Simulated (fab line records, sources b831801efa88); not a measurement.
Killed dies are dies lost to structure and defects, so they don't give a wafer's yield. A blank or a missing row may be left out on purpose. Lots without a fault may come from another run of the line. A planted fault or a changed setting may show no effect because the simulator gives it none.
One fault seen from 2 desks | flow gf180mcu | each desk has only its own numbers; what lay behind them comes last

THE TOOL OWNER'S DESK: plasma_asher-04
The tool's own readings at GF_PSD_STRIP_10 (strips in O2/N2): means of the sampled wafers that have a number, for each lot that ran on this tool. A lot is out of limits, marked OUT, if its mean lies more than 4 standard deviations from the usual mean; the brackets give that distance.
Columns: A = drypump_motor_current_A at GF_PSD_STRIP_10, usual 5.5 A; B = heater_power_w at GF_PSD_STRIP_10, usual 331 W; C = o2_flow_sccm at GF_PSD_STRIP_10, usual 3000 sccm; D = oes_product_au at GF_PSD_STRIP_10, usual 0.591 a.u.; E = strip_time_to_endpoint_s at GF_PSD_STRIP_10, usual 16.54 s
lot  | first seen here | A   | B   | C              | D     | E
L471 | day 15 05:00    | 5.4 | 328 | 2992           | 0.594 | 16.53
L473 | day 16 14:59    | 5.4 | 332 | 2408 (-46) OUT | 0.585 | 16.80 (+7.0) OUT
L476 | day 16 23:55    | 5.4 | 313 | 2389 (-47) OUT | 0.588 | 16.80 (+7.1) OUT
L481 | day 19 03:04    | 5.4 | 334 | 3003           | 0.595 | 16.47
L485 | day 20 14:40    | 5.4 | 331 | 3002           | 0.593 | 16.59
L490 | day 22 02:37    | 5.4 | 324 | 2994           | 0.590 | 16.58
L491 | day 22 10:25    | 5.4 | 323 | 2995           | 0.594 | 16.49
This desk's finding: out of limits on L473, L476; first on L473, day 16 14:59 (o2_flow_sccm at GF_PSD_STRIP_10). In limits: L471, L481, L485, L490, L491.

THE METROLOGY DESK
What the gauges read, lot by lot, whatever tool the lot ran on: means of the sampled wafers that have a number. A lot is out of limits, marked OUT, if its mean lies more than 4 standard deviations from the usual mean; the brackets give that distance.
Columns: A = SALICIDE_TIN_RS at GF_SALICIDE_RS_MEAS_04, usual 16.48 ohm/sq; B = CONTACT_CVD_02_THK at GF_CONTACT_THK_MEAS_03, usual 863 nm
lot  | first seen here | A     | B
L469 | day 15 08:46    | 16.55 | 869
L471 | day 16 03:19    | 16.20 | 862
L472 | day 16 10:48    | 16.53 | 855
L473 | day 17 14:28    | 16.75 | 857
L474 | day 17 15:17    | 16.66 | 861
L476 | day 17 23:43    | 16.69 | 864
L481 | day 20 03:55    | 16.13 | 858
L482 | day 20 13:04    | 16.63 | 864
L483 | day 21 02:56    | 16.54 | 871
L484 | day 21 08:57    | 16.58 | 860
L485 | day 21 15:30    | 16.57 | 852
L486 | day 21 21:36    | 16.30 | 858
L490 | day 23 02:41    | 16.49 | 851
L491 | day 23 09:46    | 16.40 | 875
This desk's finding: nothing out of limits on any of the 14 lots.

PUT TOGETHER
The tool owner's desk could have raised an alarm at day 16 14:59, on L473, L476.
The metrology desk saw nothing out of limits.
The metrology desk has L473, L476 on record, within its limits.
Of the lots named, all ran GF_PSD_STRIP_10 on plasma_asher-04.

WHAT THE SIMULATOR HAD PUT IN
Process parameter drift: plasma_asher-04, from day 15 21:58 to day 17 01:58, at GF_PSD_STRIP_10. Setting o2_flow_sccm, moved by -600, from 3000. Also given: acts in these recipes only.
Lots struck among those shown: L473, L476.
Hours from the fault's start to each desk's first reading out of limits: the tool owner's desk, 17.
